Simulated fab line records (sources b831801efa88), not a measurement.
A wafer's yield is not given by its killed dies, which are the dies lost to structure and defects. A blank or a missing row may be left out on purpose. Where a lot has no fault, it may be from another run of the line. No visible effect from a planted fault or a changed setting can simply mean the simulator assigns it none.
A struck lot beside a sound one || flow gf180mcu || 28 steps out of a route of 602
Sound: the wafers L204.1, L204.5, L204.6. Wafers L210.3, L210.4, L210.5 were the ones struck. The cause is given at the end.
Order at every step that has rows: each side's tool, ch and its chambers, its first start. Under that, the readings that differ: sound wafers || struck wafers || difference of the means || sigmas: that difference in standard deviations of wafers without a fault.
alike: words and numbers the same on both sides, and readings whose means are apart by under 2 such deviations; not compared: readings that were withheld, readings missing a value for some wafer, numbers with overlapping values and no deviation given by the record, and bounds like >300 which may hide the same value.
Wherever a step has rows on one side only, a row that says differs or no value, or a row with sigmas, the two part there. When numbers do not overlap yet have no deviation, they are printed without sigmas and do not part them. A reading that every wafer of one side lacks parts them only if that side has two wafers or more.

first, 4 steps without rows for these wafers: GF_V5_ETCH_17 (etches SiO2 in C4F8/O2/Ar, stops on TiN, target depth 855 nm); GF_V5_STRIP_18 (strips in O2/N2); GF_V5_STRIP_19 (strips in post etch residue remover, time 1200 s); GF_V5_CLEAN_20 (cleans in DIW).
GF_V5_SPUTTER_21: material Ti, target thk 15 nm, time 80.02 s.
  struck on pvd-sputter-01, day 30 09:38; sound on pvd-sputter-04, day 28 15:01
  alike: cathode-dc-power-W, chamber-pressure-pa, throttle-valve-pct
then, 1 step without rows for these wafers: GF_V5_SPUTTER_22 (material TiN, target thk 10 nm, time 40 s).
GF_V5_CVD_23: deposits W, target thk 350 nm, time 104.9 s.
  sound on cvd-w-02 ch 0,1, day 28 15:07; struck on cvd-w-02 ch 0,1, day 30 09:46
  alike: heater-power-w
GF_V5_RS_MEAS_24: a four-point-probe measurement.
  struck on film-metro-02, day 30 09:53; sound on film-metro-02, day 28 15:13
  alike: V5_W_RS
GF_V5_THK_MEAS_25: measures by xrf.
  struck on film-metro-02, day 30 09:59; sound on film-metro-02, day 28 15:20
  alike: V5_W_THK
then, 2 steps without rows for these wafers: GF_V5_CMP_26 (polishes, stops on SiO2, t overpolish 15 s, target thk 0 nm); GF_TOP_METAL_SPUTTER_00 (material Ti, target thk 37.5 nm, time 150 s).
GF_TOP_METAL_SPUTTER_01: material TiN, target thk 30 nm, time 25 s.
  struck on pvd-sputter-01, day 30 10:25; sound on pvd-sputter-02, day 28 15:48
  alike: cathode-dc-power-W, chamber-pressure-pa, throttle-valve-pct
GF_TOP_METAL_SPUTTER_02: material AlCu, target thk 900 nm, time 47.82 s.
  struck on pvd-sputter-01, day 30 10:27; sound on pvd-sputter-02, day 28 15:50
  no value came back on the struck wafers for cathode-dc-power-W (W), chamber-pressure-pa (Pa), throttle-valve-pct (%); on the sound wafers cathode-dc-power-W (W) reads 10598 10601 10603
GF_TOP_METAL_SPUTTER_03: material Ti, target thk 5 nm, time 3.3 s.
  struck on pvd-sputter-01, day 30 10:30; sound on pvd-sputter-02, day 28 15:53
  alike: cathode-dc-power-W, chamber-pressure-pa, throttle-valve-pct
then, 1 step without rows for these wafers: GF_TOP_METAL_SPUTTER_04 (material TiN, target thk 25 nm, time 20.8 s).
GF_TOP_METAL_RS_MEAS_05: a four-point-probe measurement.
  struck on film-metro-01, day 30 10:35; sound on film-metro-03, day 28 15:55
{"reading": "TOP_METAL_ALCU_RS (ohm/sq)", "sound": "0.03254 0.03247 0.03256", "struck": "9.5979 9.6528 9.6643", "difference": "+9.6058", "sigmas": "+99 or more"}
GF_TOP_METAL_THK_MEAS_06: measures by xrf.
  struck on film-metro-01, day 30 10:41; sound on film-metro-03, day 28 16:02
{"reading": "TOP_METAL_ALCU_THK (nm)", "sound": "899 903 903", "struck": "<0 <0 <0", "difference": "differs", "sigmas": ""}
then, 7 steps without rows for these wafers: GF_TOP_METAL_DEHYDRATE_07 (time 60 s); GF_TOP_METAL_HMDS_08 (prime time 60 s); GF_TOP_METAL_COAT_09 (resist thk 1500 nm); GF_TOP_METAL_SOFTBAKE_10 (time 60 s); GF_TOP_METAL_EXPOSE_11 (exposes mask MetalTop, target cd 440 nm); GF_TOP_METAL_PEB_12; GF_TOP_METAL_DEVELOP_13 (develop time 60 s).
GF_TOP_METAL_CD_MEAS_14 targets a cd of 440 nm.
  struck on cd-sem-02, day 31 04:06; sound on cd-sem-02, day 29 10:43
  alike: cd-nm
GF_TOP_METAL_OVL_MEAS_15:
  struck on overlay-02, day 31 04:12; sound on overlay-01, day 29 10:50
{"reading": "TOP_METAL_OVL (nm)", "sound": "-1.9 -0.4 -1.8", "struck": "4.4 2.0 3.9", "difference": "+4.8", "sigmas": "+3"}
GF_TOP_METAL_METAL_ETCH_16: etches the open film in Cl2/BCl3, stops on SiO2, target depth 1077.5 nm, time 179.6 s.
  sound on rie-metal-03 ch 0,1, day 29 10:52; struck on rie-metal-01 ch 0,1, day 31 04:17
{"reading": "oes-product-au (a.u.)", "sound": "0.956 0.976 0.958", "struck": "0.978 0.995 0.994", "difference": "+0.026", "sigmas": "+4"}
  alike: bias-w, drypump-motor-current-A, throttle-valve-pct
  not compared: rf-hours-counter-h
GF_TOP_METAL_STRIP_17: strips in O2/N2.
  sound on plasma-asher-04 ch 0,1, day 29 11:03; struck on plasma-asher-03 ch 0,1, day 31 04:26
  alike: drypump-motor-current-A, heater-power-w, n2-flow-sccm, oes-product-au, strip-time-to-endpoint-s
  not compared: rf-hours-counter-h

== WHERE THEY PART ==
Last at GF_TOP_METAL_METAL_ETCH_16 as far as this record goes, first at GF_TOP_METAL_SPUTTER_02. Later steps at which nothing parts them and some readings are alike: GF_TOP_METAL_STRIP_17.

WHY: the cause the simulator had injected
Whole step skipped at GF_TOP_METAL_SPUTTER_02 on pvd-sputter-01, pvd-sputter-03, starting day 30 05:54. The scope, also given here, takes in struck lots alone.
